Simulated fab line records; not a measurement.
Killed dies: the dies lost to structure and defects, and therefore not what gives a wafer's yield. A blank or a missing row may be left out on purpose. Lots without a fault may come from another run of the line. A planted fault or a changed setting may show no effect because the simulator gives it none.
fab line records	flow sky130
record lots=24	wafers=72	last-day=50
route steps=708 shown DNWELL@44 NWELL@78 METAL3@568 METAL5@675 PASSIVATION@693
lots that met no fault: taken from a fault-free run of the same line
start-h: hours from the record's opening day to when the first of the lot's shown wafers began	wait-h: how many hours have passed since the lot's step before this one	" repeats the value in the row above	L1.1+2: a single row standing in for several wafers	- either no value or no given start	* or withheld: withheld	< > ~ a bound
route shown NAME@n: names a module that has steps shown in the file, with the first one's number in the route	usual: mean and standard deviation over wafers with no fault	same: alike in all rows	chamber/n: place in a boat	sites: each site's reading	_std_site: the standard deviation of these	_edge_site: inner sites' mean taken away from outer sites' mean	radius-mm: for every site, how far away it sits from the centre of the wafer	mask NAME#n: copy n	behind: the tool/chamber that last shaped the wafer	hold: reason for holding the lot/hours on hold/outcome of the hold	device: whichever transistor did not switch (one of n, p or np)	end of line: tests of these same wafers at the route's end	for a step that has no rows: nothing shown but its recipe	killed: dies that structure and defects cost at the first sort, which is not the same as the wafer's yield	map: dies across one wafer; x = killed, . = not, _ = none there
set.NAME: the setting as run; set.NAME@STEP: as run at that earlier step	model.NAME: the simulator's own value behind a step, which no gauge read
steps of the route over a sample of lots; a table a step, a row a wafer
services: when a tool's chamber went out of use (start-h, in hours from the record's first day, below 0 if earlier), for how many hours, and the reason
## steps
# step SKY_DNWELL_TW_MEAS_09
# usual DNWELL_TW=1105/8.9
lot.wafer	tool	chamber	start-h	wait-h	DNWELL_TW
L074.1	film-metro-01	-	53.23	0.1	1117
L074.3	"	-	"	"	1119
L074.5	"	-	"	"	1115
L075.2	film-metro-02	-	58.24	0.1	1110
L075.3	"	-	"	"	1111
L075.5	"	-	"	"	1114
L076.1	film-metro-03	-	63.88	0.1	1103
L076.3	"	-	"	"	1101
L076.5	"	-	"	"	1102
L077.3	film-metro-02	-	71.35	0.1	1113
L077.4	"	-	"	"	1115
L077.6	"	-	"	"	1110
L078.2	film-metro-01	-	72.54	0.1	1115
L078.4	"	-	"	"	1111
L078.6	"	-	"	"	1116
L079.1	film-metro-03	-	80.26	0.1	1094
L079.5	"	-	"	"	1102
L079.6	"	-	"	"	1098
L080.3	film-metro-01	-	84.70	0.1	1108
L080.4	"	-	"	"	1110
L080.5	"	-	"	"	1110
L081.1	film-metro-02	-	89.51	0.1	1108
L081.2	"	-	"	"	1097
L081.3	"	-	"	"	1101
L082.1	film-metro-01	-	92.56	0.1	1117
L082.3	"	-	"	"	1117
L082.6	"	-	"	"	1124
L083.2	film-metro-03	-	100.99	0.1	1103
L083.5	"	-	"	"	1109
L083.6	"	-	"	"	1103
L084.1	film-metro-02	-	103.98	0.1	1103
L084.2	"	-	"	"	1107
L084.6	"	-	"	"	1103
L085.2	film-metro-01	-	111.67	0.1	1115
L085.3	"	-	"	"	1118
L085.5	"	-	"	"	1118
L086.1	film-metro-01	-	116.33	0.1	1115
L086.4	"	-	"	"	1114
L086.5	"	-	"	"	1115
L087.1	film-metro-01	-	121.78	0.1	1103
L087.5	"	-	"	"	1107
L087.6	"	-	"	"	1103
L088.1	film-metro-02	-	128.08	0.1	1105
L088.3	"	-	"	"	1105
L088.5	"	-	"	"	1103
L089.1	film-metro-02	-	134.68	0.1	1101
L089.2	"	-	"	"	1105
L089.4	"	-	"	"	1104
L090.1	film-metro-02	-	142.98	0.1	1102
L090.3	"	-	"	"	1097
L090.4	"	-	"	"	1097
L091.1	film-metro-02	-	149.98	0.1	1103
L091.2	"	-	"	"	1104
L091.3	"	-	"	"	1097
L092.2	film-metro-01	-	155.64	0.1	1098
L092.3	"	-	"	"	1091
L092.4	"	-	"	"	1090
L093.1	film-metro-01	-	156.56	0.1	1097
L093.2	"	-	"	"	1095
L093.5	"	-	"	"	1102
L094.1	film-metro-03	-	162.73	0.1	1104
L094.3	"	-	"	"	1097
L094.5	"	-	"	"	1108
L095.3	film-metro-03	-	172.00	0.1	1127
L095.4	"	-	"	"	1123
L095.6	"	-	"	"	1127
L096.2	film-metro-02	-	173.54	0.1	1092
L096.3	"	-	"	"	1088
L096.5	"	-	"	"	1087
L097.4	film-metro-02	-	178.36	0.1	1099
L097.5	"	-	"	"	1095
L097.6	"	-	"	"	1100
# step SKY_NWELL_STRIP_25
# recipe chemistry=O2/N2	power-w=1400	pressure-mtorr=1500	platen-temp-c=withheld	o2-flow-sccm=3000	n2-flow-sccm=300	overash-fraction=0.5
# usual drypump-motor-current-A=5.5/0.52	oes-product-au=0.723/0.0044	strip-time-to-endpoint-s=36.96/0.093
lot.wafer	tool	chamber	start-h	wait-h	drypump-motor-current-A	oes-product-au	rf-hours-counter-h	strip-time-to-endpoint-s
L074.1	plasma-asher-02	1	103.81	0.1	5.2	0.719	44	36.92
L074.3	"	1	"	"	5.2	0.723	-	36.91
L074.5	"	1	"	"	5.2	0.721	-	36.92
L075.2	plasma-asher-04	1	109.96	0.1	5.5	0.718	40	36.90
L075.3	"	0	"	"	6.0	0.717	-	36.94
L075.5	"	0	"	"	6.0	0.719	-	36.84
L076.1	plasma-asher-03	1	117.15	0.1	5.1	0.715	28	36.88
L076.3	"	1	"	"	5.1	0.722	-	36.75
L076.5	"	1	"	"	5.1	0.723	-	36.79
L077.3	plasma-asher-02	0	125.24	0.1	6.3	0.722	-	36.94
L077.4	"	1	"	"	5.2	0.718	-	36.80
L077.6	"	0	"	"	6.3	0.718	-	36.91
L078.2	plasma-asher-03	0	126.81	0.1	5.1	0.728	30	36.94
L078.4	"	1	"	"	5.0	0.723	-	36.87
L078.6	"	1	"	"	5.1	0.724	-	36.91
L079.1	plasma-asher-02	1	134.75	0.1	5.2	0.720	2	36.95
L079.5	"	1	"	"	5.2	0.722	-	36.97
L079.6	"	0	"	"	6.3	0.717	-	36.94
L080.3	plasma-asher-02	1	139.95	0.1	5.1	0.719	-	36.97
L080.4	"	0	"	"	6.3	0.717	-	36.93
L080.5	"	0	"	"	6.2	0.721	-	37.06
L081.1	plasma-asher-02	1	146.36	0.1	5.2	0.730	3	37.06
L081.2	"	0	"	"	6.2	0.725	3	37.03
L081.3	"	1	"	"	5.2	0.722	-	37.03
L082.1	plasma-asher-03	1	147.66	0.1	5.1	0.722	32	36.81
L082.3	"	1	"	"	5.1	0.717	-	36.81
L082.6	"	0	"	"	5.0	0.716	-	36.86
L083.2	plasma-asher-04	1	156.96	0.1	5.5	0.726	45	37.09
L083.5	"	1	"	"	5.5	0.728	-	37.02
L083.6	"	0	"	"	6.0	0.713	-	37.01
L084.1	plasma-asher-03	1	161.11	0.1	5.0	0.722	33	36.85
L084.2	"	0	"	"	5.0	0.716	33	36.82
L084.6	"	0	"	"	5.1	0.718	-	36.90
L085.2	plasma-asher-02	0	168.86	0.1	6.3	0.718	5	37.00
L085.3	"	0	"	"	6.2	0.721	-	37.02
L085.5	"	1	"	"	5.2	0.721	-	36.97
L086.1	plasma-asher-02	1	175.36	0.1	5.2	0.724	6	36.99
L086.4	"	0	"	"	6.3	0.726	-	36.92
L086.5	"	1	"	"	5.2	0.727	-	37.05
L087.1	plasma-asher-02	1	181.01	0.1	5.2	0.722	6	37.00
L087.5	"	1	"	"	5.2	0.717	-	37.16
L087.6	"	0	"	"	6.3	0.722	-	37.06
L088.1	plasma-asher-03	1	188.16	0.1	5.1	0.719	35	36.97
L088.3	"	0	"	"	5.0	0.718	-	37.13
L088.5	"	1	"	"	5.1	0.730	-	37.12
L089.1	plasma-asher-02	1	195.56	0.1	5.2	0.731	8	36.97
L089.2	"	0	"	"	6.2	0.723	8	36.95
L089.4	"	0	"	"	6.2	0.728	-	36.91
L090.1	plasma-asher-02	0	206.25	0.1	6.3	0.719	9	37.03
L090.3	"	0	"	"	6.3	0.723	-	37.21
L090.4	"	1	"	"	5.2	0.719	-	37.02
L091.1	plasma-asher-04	0	213.40	0.1	6.0	0.725	50	36.91
L091.2	"	1	"	"	5.5	0.725	50	36.88
L091.3	"	0	"	"	6.0	0.718	-	36.98
L092.2	plasma-asher-02	1	219.41	0.1	5.2	0.712	10	36.95
L092.3	"	1	"	"	5.2	0.725	-	36.91
L092.4	"	0	"	"	6.2	0.730	-	37.00
L093.1	plasma-asher-03	1	220.71	0.1	5.1	0.720	38	36.79
L093.2	"	0	"	"	5.1	0.730	38	36.84
L093.5	"	0	"	"	5.0	0.720	-	36.88
L094.1	plasma-asher-02	1	227.81	0.1	5.2	0.726	11	37.04
L094.3	"	0	"	"	6.3	0.725	-	36.89
L094.5	"	1	"	"	5.2	0.720	-	36.96
L095.3	plasma-asher-02	0	238.28	0.1	6.3	0.723	-	36.89
L095.4	"	1	"	"	5.2	0.725	-	36.97
L095.6	"	0	"	"	6.3	0.724	-	36.86
L096.2	plasma-asher-03	1	239.96	0.1	5.1	0.722	40	36.97
L096.3	"	0	"	"	5.0	0.726	-	36.96
L096.5	"	1	"	"	5.1	0.725	-	37.05
L097.4	plasma-asher-02	1	245.98	0.1	5.2	0.723	-	36.90
L097.5	"	0	"	"	6.3	0.724	-	37.10
L097.6	"	1	"	"	5.2	0.722	-	37.00
# step SKY_NWELL_RTA_28
# recipe temp-c=1050	time-s=30	idle-temp-c=650	ramp-up-c-per-s=150	ramp-down-c-per-s=90	ambient=N2
# usual lamp-power-pct=25.29/0.055	wafer_temp_C_max=1054.8/0.86
lot.wafer	tool	chamber	start-h	wait-h	lamp-power-pct	wafer_temp_C_max
L074.1	rtp-anneal-02	0	104.02	0.0	25.30	1053.9
L074.3	"	0	"	"	25.30	1052.7
L074.5	"	0	"	"	25.32	1054.2
L075.2	rtp-anneal-01	0	110.18	0.0	25.26	1055.2
L075.3	"	0	"	"	25.29	1053.9
L075.5	"	0	"	"	25.36	1055.1
L076.1	rtp-anneal-02	0	117.36	0.0	25.30	1053.8
L076.3	"	0	"	"	25.28	1055.5
L076.5	"	0	"	"	25.32	1054.1
L077.3	rtp-anneal-02	0	125.45	0.0	25.36	1055.1
L077.4	"	0	"	"	25.40	1055.4
L077.6	"	0	"	"	25.28	1055.5
L078.2	rtp-anneal-02	0	127.03	0.0	25.36	1054.8
L078.4	"	0	"	"	25.31	1054.2
L078.6	"	0	"	"	25.20	1054.7
L079.1	rtp-anneal-01	0	134.96	0.0	25.25	1053.6
L079.5	"	0	"	"	25.28	1054.8
L079.6	"	0	"	"	25.22	1054.5
L080.3	rtp-anneal-02	0	140.16	0.0	25.45	1054.2
L080.4	"	0	"	"	25.29	1054.3
L080.5	"	0	"	"	25.34	1054.5
L081.1	rtp-anneal-01	0	146.57	0.0	25.20	1055.3
L081.2	"	0	"	"	25.31	1054.3
L081.3	"	0	"	"	25.26	1057.0
L082.1	rtp-anneal-02	0	147.88	0.0	25.30	1054.7
L082.3	"	0	"	"	25.41	1056.3
L082.6	"	0	"	"	25.22	1054.0
L083.2	rtp-anneal-01	0	157.19	0.0	25.34	1054.7
L083.5	"	0	"	"	25.20	1054.8
L083.6	"	0	"	"	25.29	1055.4
L084.1	rtp-anneal-02	0	161.32	0.0	25.22	1055.3
L084.2	"	0	"	"	25.27	1055.9
L084.6	"	0	"	"	25.39	1055.0
L085.2	rtp-anneal-01	0	169.08	0.0	25.35	1054.8
L085.3	"	0	"	"	25.30	1053.9
L085.5	"	0	"	"	25.24	1054.4
L086.1	rtp-anneal-02	0	175.57	0.0	25.28	1054.5
L086.4	"	0	"	"	25.22	1055.8
L086.5	"	0	"	"	25.32	1054.5
L087.1	rtp-anneal-02	0	181.22	0.0	25.27	1054.9
L087.5	"	0	"	"	25.31	1054.1
L087.6	"	0	"	"	25.33	1054.3
L088.1	rtp-anneal-01	0	188.37	0.0	25.24	1055.1
L088.3	"	0	"	"	25.29	1054.7
L088.5	"	0	"	"	25.41	1054.5
L089.1	rtp-anneal-02	0	195.77	0.0	25.25	1054.6
L089.2	"	0	"	"	25.27	1055.6
L089.4	"	0	"	"	25.38	1054.3
L090.1	rtp-anneal-01	0	206.46	0.0	25.29	1053.6
L090.3	"	0	"	"	25.30	1055.2
L090.4	"	0	"	"	25.35	1054.2
L091.1	rtp-anneal-01	0	213.61	0.0	25.27	1055.4
L091.2	"	0	"	"	25.35	1056.1
L091.3	"	0	"	"	25.33	1054.6
L092.2	rtp-anneal-02	0	219.63	0.0	25.36	1055.1
L092.3	"	0	"	"	25.30	1056.0
L092.4	"	0	"	"	25.29	1053.8
L093.1	rtp-anneal-01	0	220.93	0.0	25.27	1054.3
L093.2	"	0	"	"	25.30	1055.7
L093.5	"	0	"	"	25.29	1054.5
L094.1	rtp-anneal-01	0	228.02	0.0	25.34	1054.7
L094.3	"	0	"	"	25.30	1054.9
L094.5	"	0	"	"	25.33	1053.2
L095.3	rtp-anneal-02	0	238.50	0.0	25.40	1053.6
L095.4	"	0	"	"	25.28	1054.3
L095.6	"	0	"	"	25.29	1055.0
L096.2	rtp-anneal-01	0	240.19	0.0	25.27	1055.8
L096.3	"	0	"	"	25.24	1055.7
L096.5	"	0	"	"	25.23	1055.1
L097.4	rtp-anneal-02	0	246.21	0.1	25.25	1053.3
L097.5	"	0	"	"	25.15	1053.7
L097.6	"	0	"	"	25.33	1056.3
# step SKY_METAL3_METAL_ETCH_18
# recipe target-depth-a=8450	stop-on=SiO2	over-etch-frac=0.3	time-s=183.1	chemistry=Cl2/BCl3	resist-sidewall-deg=88	pressure-mtorr=10	icp-w=900	bias-w=48.5	Cl2_flow_sccm=60	bcl3-flow-sccm=30
# usual drypump-motor-current-A=6.0/0.59	oes-product-au=0.865/0.007	throttle-valve-pct=22.265/0.01
lot.wafer	tool	chamber	start-h	wait-h	drypump-motor-current-A	oes-product-au	rf-hours-counter-h	throttle-valve-pct
L074.1	rie-metal-04	1	901.72	0.0	6.8	0.870	10	22.268
L074.3	"	0	"	"	6.4	0.860	-	22.260
L074.5	"	0	"	"	6.4	0.866	-	22.279
L075.2	rie-metal-01	0	905.27	0.0	5.5	0.869	13	22.264
L075.3	"	1	"	"	5.3	0.861	-	22.267
L075.5	"	0	"	"	5.5	0.861	-	22.261
L076.1	rie-metal-01	0	913.23	0.0	5.5	0.866	14	22.254
L076.3	"	0	"	"	5.5	0.867	-	22.263
L076.5	"	0	"	"	5.5	0.869	-	22.266
L077.3	rie-metal-01	1	934.74	0.1	5.4	0.871	-	22.272
L077.4	"	1	"	"	5.4	0.865	-	22.280
L077.6	"	1	"	"	5.4	0.867	-	22.266
L078.2	rie-metal-02	0	936.77	0.0	6.0	0.865	0	22.247
L078.4	"	1	"	"	6.6	0.862	-	22.284
L078.6	"	0	"	"	6.0	0.861	-	22.272
L079.1	rie-metal-01	1	940.42	0.0	5.4	0.865	17	22.273
L079.5	"	1	"	"	5.4	0.866	-	22.268
L079.6	"	1	"	"	5.4	0.864	-	22.272
L080.3	rie-metal-04	0	945.26	0.1	6.4	0.863	-	22.279
L080.4	"	1	"	"	6.7	0.852	-	22.261
L080.5	"	1	"	"	6.7	0.859	-	22.269
L081.1	rie-metal-04	0	952.15	0.0	6.4	0.858	15	22.272
L081.2	"	1	"	"	6.7	0.848	13	22.274
L081.3	"	1	"	"	6.7	0.851	-	22.273
L082.1	rie-metal-04	1	956.02	0.0	6.7	0.863	14	22.257
L082.3	"	0	"	"	6.4	0.875	-	22.254
L082.6	"	1	"	"	6.7	0.861	-	22.258
L083.2	rie-metal-01	1	968.05	0.1	5.4	0.877	-	22.259
L083.5	"	1	"	"	5.4	0.871	-	22.272
L083.6	"	1	"	"	5.3	0.873	-	22.282
L084.1	rie-metal-01	1	972.17	0.0	5.4	0.869	19	22.269
L084.2	"	1	"	"	5.3	0.865	-	22.249
L084.6	"	1	"	"	5.3	0.863	-	22.253
L085.2	rie-metal-01	0	980.52	0.0	5.5	0.871	15	22.273
L085.3	"	1	"	"	5.3	0.859	-	22.260
L085.5	"	1	"	"	5.3	0.865	-	22.283
L086.1	rie-metal-02	1	993.28	0.0	6.6	0.872	16	22.269
L086.4	"	1	"	"	6.6	0.865	-	22.262
L086.5	"	1	"	"	6.6	0.878	-	22.260
L087.1	rie-metal-02	1	994.42	0.0	6.6	0.860	16	22.273
L087.5	"	0	"	"	6.0	0.861	-	22.250
L087.6	"	1	"	"	6.6	0.859	-	22.261
L088.1	rie-metal-04	0	998.37	0.0	6.4	0.872	17	22.265
L088.3	"	0	"	"	6.4	0.861	-	22.260
L088.5	"	1	"	"	6.8	0.859	-	22.274
L089.1	rie-metal-02	0	1010.62	0.0	6.0	0.864	4	22.257
L089.2	"	1	"	"	6.7	0.861	17	22.257
L089.4	"	1	"	"	6.6	0.859	-	22.252
L091.1	rie-metal-01	0	1023.77	0.0	5.5	0.860	17	22.262
L091.2	"	1	"	"	5.4	0.866	23	22.267
L091.3	"	0	"	"	5.5	0.863	-	22.261
L090.1	rie-metal-01	0	1025.98	0.0	5.5	0.870	17	22.253
L090.3	"	0	"	"	5.5	0.873	-	22.265
L090.4	"	1	"	"	5.4	0.875	-	22.271
L092.2	rie-metal-04	1	1034.98	0.1	6.7	0.877	-	22.275
L092.3	"	1	"	"	6.8	0.879	-	22.260
L092.4	"	1	"	"	6.8	0.876	-	22.281
L093.1	rie-metal-01	0	1040.17	0.0	5.5	0.866	18	22.272
L093.2	"	1	"	"	5.3	0.873	24	22.270
L093.5	"	1	"	"	5.3	0.867	-	22.278
L094.1	rie-metal-04	1	1044.47	0.0	6.7	0.873	18	22.263
L094.3	"	1	"	"	6.7	0.887	-	22.268
L094.5	"	1	"	"	6.7	0.859	-	22.256
L095.3	rie-metal-04	1	1048.90	0.1	6.7	0.859	-	22.254
L095.4	"	1	"	"	6.7	0.863	-	22.267
L095.6	"	1	"	"	6.7	0.864	-	22.273
L096.2	rie-metal-01	1	1056.67	0.0	5.3	0.849	25	22.264
L096.3	"	0	"	"	5.5	0.862	-	22.285
L096.5	"	0	"	"	5.5	0.860	-	22.265
L097.4	rie-metal-02	1	1059.78	0.1	6.6	0.865	-	22.266
L097.5	"	1	"	"	6.6	0.853	-	22.267
L097.6	"	0	"	"	6.0	0.853	-	22.264
# step SKY_METAL5_DESCUM_14
# recipe chemistry=O2	source-power-w=150	bias-power-w=0	pressure-mtorr=10	temp-c=40	time-s=11
# usual drypump-motor-current-A=5.8/0.38	oes-product-au=0.999/0.01
lot.wafer	tool	chamber	start-h	wait-h	drypump-motor-current-A	oes-product-au	rf-hours-counter-h
L074.1	rie-metal-03	0	1028.03	0.1	5.4	1.012	6
L074.3	"	0	"	"	5.4	1.010	-
L074.5	"	1	"	"	6.1	1.007	-
L075.2	rie-metal-02	1	1031.98	0.1	6.7	0.991	18
L075.3	"	0	"	"	6.0	0.994	-
L075.5	"	0	"	"	6.0	0.998	-
L076.1	rie-metal-03	0	1039.51	0.1	5.5	1.006	7
L076.3	"	0	"	"	5.5	1.005	-
L076.5	"	0	"	"	5.4	1.007	-
L077.3	rie-metal-01	0	1058.94	0.1	5.5	1.002	-
L077.4	"	1	"	"	5.3	0.984	-
L077.6	"	0	"	"	5.5	0.992	-
L078.2	rie-metal-03	1	1060.06	0.1	6.1	1.007	18
L078.4	"	1	"	"	6.1	1.002	-
L078.6	"	0	"	"	5.4	1.013	-
L079.1	rie-metal-03	1	1063.38	0.1	6.1	0.994	19
L079.5	"	1	"	"	6.1	1.004	-
L079.6	"	0	"	"	5.4	1.004	-
L080.3	rie-metal-03	1	1067.99	0.1	6.1	1.003	-
L080.4	"	0	"	"	5.5	1.002	-
L080.5	"	0	"	"	5.5	1.003	-
L081.1	rie-metal-03	0	1072.88	0.1	5.4	1.013	10
L081.2	"	1	"	"	6.1	1.007	20
L081.3	"	1	"	"	6.1	1.015	-
L082.1	rie-metal-03	1	1076.93	0.1	6.1	1.007	20
L082.3	"	0	"	"	5.4	1.005	-
L082.6	"	0	"	"	5.4	0.996	-
L083.2	rie-metal-03	1	1087.77	0.1	6.1	1.014	21
L083.5	"	0	"	"	5.4	1.012	-
L083.6	"	1	"	"	6.1	1.007	-
L084.1	rie-metal-01	0	1090.73	0.1	5.5	0.990	22
L084.2	"	1	"	"	5.3	0.969	27
L084.6	"	1	"	"	5.4	0.979	-
L085.2	rie-metal-03	1	1103.67	0.1	6.1	1.009	22
L085.3	"	0	"	"	5.4	1.014	-
L085.5	"	1	"	"	6.1	1.001	-
L086.1	rie-metal-02	1	1107.71	0.1	6.6	0.984	22
L086.4	"	0	"	"	6.0	0.984	-
L086.5	"	1	"	"	6.6	0.980	-
L087.1	rie-metal-03	1	1110.12	0.1	6.1	0.990	22
L087.5	"	1	"	"	6.1	0.999	-
L087.6	"	0	"	"	5.5	0.995	-
L088.1	rie-metal-03	1	1112.78	0.1	6.1	1.005	23
L088.3	"	1	"	"	6.1	1.009	-
L088.5	"	1	"	"	6.1	1.005	-
L089.1	rie-metal-03	1	1124.46	0.1	6.1	1.007	23
L089.2	"	0	"	"	5.4	0.998	13
L089.4	"	1	"	"	6.1	1.002	-
L091.1	rie-metal-03	0	1134.07	0.1	5.4	1.009	15
L091.2	"	1	"	"	6.1	1.008	24
L091.3	"	1	"	"	6.1	1.010	-
L090.1	rie-metal-02	1	1135.48	0.1	6.7	0.979	25
L090.3	"	0	"	"	6.0	0.995	-
L090.4	"	1	"	"	6.6	0.992	-
L092.2	rie-metal-01	1	1143.21	0.1	5.3	0.989	32
L092.3	"	1	"	"	5.3	0.994	-
L092.4	"	0	"	"	5.5	0.986	-
L093.1	rie-metal-03	1	1148.51	0.1	6.1	1.001	26
L093.2	"	0	"	"	5.4	0.997	16
L093.5	"	1	"	"	6.1	1.008	-
L094.1	rie-metal-01	0	1152.08	0.1	5.5	0.988	2
L094.3	"	0	"	"	5.5	0.989	-
L094.5	"	0	"	"	5.5	0.988	-
L095.3	rie-metal-02	0	1154.39	0.1	6.0	0.992	-
L095.4	"	0	"	"	6.0	0.986	-
L095.6	"	0	"	"	6.0	0.984	-
L096.2	rie-metal-01	0	1164.63	0.1	5.5	0.982	-
L096.3	"	0	"	"	5.5	0.987	-
L096.5	"	0	"	"	5.5	0.987	-
L097.4	rie-metal-03	1	1164.93	0.1	6.1	1.010	-
L097.5	"	0	"	"	5.4	1.004	-
L097.6	"	1	"	"	6.1	0.995	-
# step SKY_PASSIVATION_STRIP_12
# recipe chemistry=O2/N2	power-w=1400	pressure-mtorr=1500	platen-temp-c=withheld	overash-fraction=0.7	o2-flow-sccm=3000	n2-flow-sccm=300
# usual drypump-motor-current-A=5.5/0.34	oes-product-au=0.661/0.005	strip-time-to-endpoint-s=31.52/0.14
lot.wafer	tool	chamber	start-h	wait-h	drypump-motor-current-A	oes-product-au	rf-hours-counter-h	strip-time-to-endpoint-s
L074.1	plasma-asher-03	1	1051.04	0.1	5.0	0.664	123	31.54
L074.3	"	0	"	"	5.0	0.656	-	31.48
L074.5	"	0	"	"	5.0	0.665	-	31.44
L075.2	plasma-asher-01	0	1055.33	0.1	5.4	0.666	64	31.62
L075.3	"	1	"	"	5.9	0.651	-	31.60
L075.5	"	1	"	"	5.8	0.667	-	31.66
L076.1	plasma-asher-04	0	1062.63	0.1	6.0	0.656	30	31.53
L076.3	"	0	"	"	6.0	0.659	-	31.45
L076.5	"	0	"	"	6.0	0.668	-	31.51
L077.3	plasma-asher-04	1	1081.30	0.1	5.5	0.655	-	31.70
L077.4	"	0	"	"	6.0	0.663	-	31.40
L077.6	"	0	"	"	6.0	0.661	-	31.36
L078.2	plasma-asher-01	1	1082.72	0.1	5.8	0.659	67	31.53
L078.4	"	0	"	"	5.5	0.658	-	31.41
L078.6	"	0	"	"	5.4	0.664	-	31.65
L079.1	plasma-asher-04	0	1086.07	0.1	6.0	0.664	32	31.45
L079.5	"	0	"	"	6.0	0.659	-	31.50
L079.6	"	1	"	"	5.5	0.665	-	31.49
L080.3	plasma-asher-01	1	1090.27	0.1	5.8	0.655	-	31.40
L080.4	"	0	"	"	5.5	0.655	-	31.57
L080.5	"	1	"	"	5.8	0.666	-	31.23
L081.1	plasma-asher-03	1	1094.44	0.1	5.1	0.665	3	31.61
L081.2	"	0	"	"	5.0	0.651	3	31.38
L081.3	"	1	"	"	5.1	0.657	-	31.48
L082.1	plasma-asher-04	0	1109.14	0.1	6.0	0.666	35	31.80
L082.3	"	0	"	"	6.0	0.654	-	31.67
L082.6	"	0	"	"	6.0	0.659	-	31.68
L083.2	plasma-asher-01	1	1109.32	0.1	5.8	0.660	70	31.64
L083.5	"	1	"	"	5.9	0.658	-	31.62
L083.6	"	0	"	"	5.5	0.653	-	31.46
L084.1	plasma-asher-03	1	1111.89	0.1	5.0	0.669	4	31.73
L084.2	"	0	"	"	5.0	0.664	4	31.54
L084.6	"	1	"	"	5.1	0.670	-	31.58
L085.2	plasma-asher-01	0	1123.99	0.1	5.5	0.658	71	31.70
L085.3	"	0	"	"	5.5	0.660	-	31.64
L085.5	"	1	"	"	5.8	0.663	-	31.38
L086.1	plasma-asher-04	1	1128.44	0.1	5.5	0.660	36	31.36
L086.4	"	1	"	"	5.5	0.661	-	31.51
L086.5	"	0	"	"	6.0	0.662	-	31.30
L087.1	plasma-asher-01	0	1130.92	0.1	5.5	0.661	72	31.79
L087.5	"	0	"	"	5.5	0.667	-	31.60
L087.6	"	1	"	"	5.9	0.659	-	31.58
L088.1	plasma-asher-04	0	1134.27	0.1	6.0	0.662	37	31.68
L088.3	"	1	"	"	5.5	0.661	-	31.35
L088.5	"	1	"	"	5.5	0.659	-	31.30
L089.1	plasma-asher-03	0	1144.48	0.1	5.0	0.669	7	31.59
L089.2	"	1	"	"	5.0	0.656	7	31.55
L089.4	"	0	"	"	5.0	0.664	-	31.54
L091.1	plasma-asher-01	1	1154.07	0.1	5.8	0.657	74	31.61
L091.2	"	0	"	"	5.4	0.670	74	31.48
L091.3	"	0	"	"	5.5	0.657	-	31.55
L090.1	plasma-asher-01	1	1155.18	0.1	5.8	0.659	74	31.60
L090.3	"	1	"	"	5.8	0.655	-	31.69
L090.4	"	0	"	"	5.4	0.655	-	31.56
L092.2	plasma-asher-04	0	1161.53	0.1	6.0	0.656	40	31.62
L092.3	"	1	"	"	5.5	0.658	-	31.46
L092.4	"	0	"	"	6.0	0.661	-	31.41
L093.1	plasma-asher-03	0	1166.38	0.1	5.0	0.654	10	31.25
L093.2	"	1	"	"	5.1	0.662	10	31.40
L093.5	"	1	"	"	5.1	0.662	-	31.34
L094.1	plasma-asher-03	0	1170.88	0.1	5.0	0.657	10	31.74
L094.3	"	0	"	"	5.0	0.656	-	31.75
L094.5	"	1	"	"	5.0	0.659	-	31.64
L095.3	plasma-asher-01	1	1172.62	0.1	5.8	0.659	-	31.47
L095.4	"	0	"	"	5.5	0.658	-	31.60
L095.6	"	0	"	"	5.4	0.659	-	31.42
L097.4	plasma-asher-04	0	1182.52	0.1	6.0	0.663	-	31.25
L097.5	"	1	"	"	5.5	0.661	-	31.21
L097.6	"	0	"	"	6.0	0.657	-	31.19
L096.2	plasma-asher-04	0	1183.49	0.1	6.0	0.674	42	31.38
L096.3	"	1	"	"	5.5	0.657	-	31.58
L096.5	"	1	"	"	5.5	0.676	-	31.46
## services
tool	chamber	start-h	hours	kind
rie-metal-03	-	145.07	1.4	pm
rie-metal-03	0	155.68	2.1	repair
rie-metal-01	-	199.36	0.6	repair
rie-metal-03	0	237.54	2.6	repair
rie-metal-03	1	294.30	5.4	repair
rie-metal-01	-	339.04	2.8	pm
rie-metal-03	-	341.79	2.8	pm
rie-metal-03	1	390.21	6.3	repair
rie-metal-01	0	405.79	4.0	repair
rie-metal-01	1	468.78	29.1	repair
rie-metal-01	-	498.98	1.2	repair
rie-metal-01	-	570.27	0.2	repair
rie-metal-01	0	590.72	6.9	repair
rie-metal-01	0	698.94	1.9	repair
rie-metal-01	1	700.08	1.3	repair
rie-metal-01	0	719.84	3.6	repair
rie-metal-01	0	742.35	17.8	repair
rie-metal-01	-	810.00	2.5	repair
rie-metal-01	0	888.64	6.2	repair
rie-metal-01	0	899.28	4.7	repair
rie-metal-01	0	933.20	41.5	repair
rie-metal-01	1	941.49	1.2	repair
rie-metal-01	-	1021.74	0.5	repair
rie-metal-01	-	1139.80	1.7	repair
## key
fault none
